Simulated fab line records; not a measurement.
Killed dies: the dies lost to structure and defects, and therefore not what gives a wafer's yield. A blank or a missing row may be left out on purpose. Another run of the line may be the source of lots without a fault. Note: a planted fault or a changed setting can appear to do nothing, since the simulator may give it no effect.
Which tool did it?	flow gf180mcu	15 lots, 45 wafers sampled, at 2 steps of a route of 602

WHAT THE GAUGES SHOWED, per wafer
GF_DUAL_GATE_OVL_MEAS_11.
lot	measured	on	DUAL_GATE_OVL (nm)
L201	day 8 08:16	overlay-01	1.6 1.5 -1.8
L202	day 8 18:17	overlay-01	-0.8 1.6 -0.7
L203	day 8 18:34	overlay-02	-2.2 -2.0 -5.1
L204	day 9 05:31	overlay-01	2.6 -1.1 0.8
L207	day 10 09:29	overlay-01	-1.6 0.4 -0.9
L209	day 10 16:31	overlay-02	-2.1 -2.1 -2.9
L210	day 11 01:47	overlay-01	-2.2 -2.4 -1.6
L211	day 11 04:43	overlay-02	-2.0 -2.2 1.6
L213	day 11 15:01	overlay-02	0.3 -0.7 -0.6
L217	day 12 21:04	overlay-01	-2.5 -1.9 -2.9
L218	day 13 07:07	overlay-02	-1.0 -1.4 -0.3
L219	day 13 10:50	overlay-02	-2.3 -1.4 -2.7
L222	day 14 09:10	overlay-01	-2.0 -2.4 0.6
L223	day 14 15:28	overlay-02	-1.3 -3.7 -2.4
L224	day 14 19:01	overlay-02	-2.1 -1.1 -1.0

GF_POLY_GATE_THK_MEAS_17.
lot	measured	on	POLY_GATE_OXIDATION_THK (nm)
L201	day 9 05:46	film-metro-02	4.08 3.96 4.06
L202	day 9 21:52	film-metro-04	4.07 4.10 4.07
L203	day 9 23:49	film-metro-02	3.99 4.05 3.95
L204	day 10 04:31	film-metro-04	4.13 4.07 4.01
L207	day 11 10:40	film-metro-04	4.03 4.03 4.07
L209	day 11 17:46	film-metro-03	4.07 4.04 4.07
L210	day 12 02:56	film-metro-02	3.90 4.01 3.93
L211	day 12 04:49	film-metro-04	3.98 3.98 3.97
L213	day 12 18:14	film-metro-03	4.08 3.99 4.00
L217	day 14 00:44	film-metro-03	3.93 3.96 3.89
L218	day 14 10:10	film-metro-03	3.98 4.07 4.07
L219	day 14 12:50	film-metro-04	4.00 4.10 4.09
L222	day 15 13:20	film-metro-04	3.95 3.93 3.89
L223	day 15 17:26	film-metro-03	4.04 4.09 4.05
L224	day 15 23:31	film-metro-02	3.88 3.94 3.89

WHAT TOOL EACH LOT RAN ON (gives the tool, then ch and the chambers of the sampled wafers, and finally the start)
Record: no process step prior to these readings.

WHAT THE TOOLS THEMSELVES READ (means of the sampled wafers that have a number; where no wafer has one, the mark that the record gives instead)
The record holds no such reading with a usual standard deviation.

THE ANSWER, worked out from the rows above alone
Rule: usual is defined by the lots themselves. The widest of any qualifying gaps counts: lots, ordered by their means at a reading, are off when they make up no more than a third of the lots, leave a main group of 4 or more, and stand apart from it by 3 or more times the standard deviation of that group's means. A main group whose means are all the same, to the digits that the tables above print for the reading, isn't used. Also off: a lot with no number at a reading for which 4 or more lots have one. The other lots that the step has rows for count as sound. After the gauges, taken in route order, come the tools' own readings; for these a lot's mean is taken, as printed above. At the first step where some lot is off, the reading lying furthest off is the one used; lots without a number count as furthest.
Across all readings shown, no lot is off: no conclusion can be drawn from this.

WHAT HAD BEEN PUT IN BY THE SIMULATOR
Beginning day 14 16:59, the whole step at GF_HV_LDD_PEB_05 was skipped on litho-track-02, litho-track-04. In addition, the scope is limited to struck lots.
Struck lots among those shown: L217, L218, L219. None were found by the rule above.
